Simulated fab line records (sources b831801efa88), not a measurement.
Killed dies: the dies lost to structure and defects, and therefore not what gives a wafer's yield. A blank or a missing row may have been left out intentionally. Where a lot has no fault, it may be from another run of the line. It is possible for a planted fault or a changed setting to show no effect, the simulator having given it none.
Which of the tools did it? ; flow sky130 ; 11 lots, 33 wafers sampled, at 3 steps of a route of 708

WHAT EACH GAUGE READ, for each wafer
SKY_VIA2_CD_MEAS_12 targets a cd of 200 nm.
lot;measured;on;cd-nm (nm)
L832;day 36 06:31;cd-sem-02;198.6 200.7 199.8
L833;day 37 02:26;cd-sem-02;197.5 198.3 196.8
L834;day 37 04:33;cd-sem-01;197.7 199.5 190.1
L835;day 38 01:25;cd-sem-02;189.0 188.1 197.8
L837;day 38 07:39;cd-sem-02;199.2 191.7 197.6
L846;day 41 02:48;cd-sem-01;199.7 200.1 200.0
L847;day 41 09:28;cd-sem-02;200.9 198.6 200.6
L848;day 41 15:53;cd-sem-02;198.7 199.8 198.4
L849;day 41 21:02;cd-sem-02;200.2 198.8 200.7
L851;day 42 03:15;cd-sem-02;201.3 202.0 201.3
L854;day 43 08:46;cd-sem-02;199.3 200.8 199.8

TOOL THAT RAN EACH LOT (tool first, then ch and the chambers of the sampled wafers, then the start)
lot;SKY_METAL2_SPUTTER_01;SKY_VIA2_EXPOSE_09
L832;pvd-sputter-02, day 33 23:44;krf-scanner-02 ch 0, day 35 18:02
L833;pvd-sputter-04, day 34 20:38;krf-scanner-02 ch 0, day 36 13:04
L834;pvd-sputter-01, day 34 21:58;krf-scanner-02 ch 0, day 36 15:02
L835;pvd-sputter-04, day 35 20:08;krf-scanner-02 ch 0, day 37 13:03
L837;pvd-sputter-01, day 36 02:05;krf-scanner-02 ch 0, day 37 18:31
L846;pvd-sputter-02, day 39 00:22;krf-scanner-02 ch 0, day 40 15:16
L847;pvd-sputter-01, day 39 06:38;krf-scanner-02 ch 0, day 40 21:28
L848;pvd-sputter-02, day 39 13:58;krf-scanner-01 ch 0, day 41 03:43
L849;pvd-sputter-01, day 39 18:18;krf-scanner-02 ch 0, day 41 09:15
L851;pvd-sputter-01, day 40 00:47;krf-scanner-02 ch 0, day 41 16:19
L854;pvd-sputter-04, day 41 08:53;krf-scanner-02 ch 0, day 42 21:19
- SKY_METAL2_SPUTTER_01: material TiN, target thk 20 nm, time 16.7 s.
- SKY_VIA2_EXPOSE_09: exposes mask VIM2, target cd 200 nm.

THE ANSWER, worked out from the rows above alone
Rule: the lots themselves supply what counts as usual. Put in order of their means at a reading, lots are off if they are a third of the lots or fewer, leave a main group of 4 or more, and stand apart from it by a gap of 3 or more times the standard deviation of the main group's means; of several such gaps the widest counts. A main group whose means are all the same, to the digits that the tables above print for the reading, isn't used. Also off: a lot with no number at a reading for which 4 or more lots have one. Any other lot the step has rows for is counted as sound.
Across all readings shown, no lot is off: no conclusion can be drawn from this.

WHAT THE SIMULATOR HAD PUT IN
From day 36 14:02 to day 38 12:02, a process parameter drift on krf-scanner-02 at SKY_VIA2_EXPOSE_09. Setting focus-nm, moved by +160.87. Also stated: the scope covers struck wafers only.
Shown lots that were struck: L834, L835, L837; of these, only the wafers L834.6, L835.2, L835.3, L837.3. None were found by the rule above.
